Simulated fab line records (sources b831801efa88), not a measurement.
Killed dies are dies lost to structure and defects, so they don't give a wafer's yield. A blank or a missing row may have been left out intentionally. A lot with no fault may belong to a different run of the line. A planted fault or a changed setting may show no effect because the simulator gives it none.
Matching of chambers | flow gf180mcu | 4 sister chambers for GF_V1_CMP_04 on cmp-02
The step polishes SiO2. 4 wafers are shown with their chamber, then 9 later ones without.

## WAFERS, EACH WITH ITS CHAMBER
wafer  | chamber | motor-current-A (A)
L947.5 | 3       | 10.5
L961.1 | 1       | 13.9
L961.3 | 0       | 11.9
L961.4 | 2       | 15.2

## WAFERS WITH NO CHAMBER GIVEN
wafer  | motor-current-A (A)
L963.1 | 12.5
L963.3 | 16.0
L963.6 | 10.6
L964.3 | 15.6
L964.4 | 11.3
L964.6 | 14.8
L965.1 | 13.7
L965.2 | 14.9
L965.6 | 10.2

## WHICH CHAMBER EACH ONE RAN IN
wafer  | from the rows above     | in truth
L963.1 | can't be placed: 0 or 1 | 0
L963.3 | 2                       | 2
L963.6 | 3                       | 3
L964.3 | 2                       | 2
L964.4 | can't be placed: 0 or 3 | 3
L964.6 | can't be placed: 2 or 1 | 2
L965.1 | 1                       | 1
L965.2 | can't be placed: 2 or 1 | 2
L965.6 | 3                       | 3
5 of 9 placed correctly. Unplaceable from these rows: 4, with the true chamber sitting among the candidates in 4. Wrongly placed: 0.
How it was worked out, from the rows above alone: a wafer's distance from a chamber is the root of the sum, over the readings, of the square of ((its reading less the chamber's mean) divided by the reading's scatter). If the next closest chamber is less than 2 further off than the closest, the wafer can't be placed; otherwise it belongs to the closest. For every chamber, the mean is computed from those of its wafers that are shown. The scatter: with one shown wafer a chamber, the root of the mean of the squares of how far each hidden wafer lies from its nearest shown one.
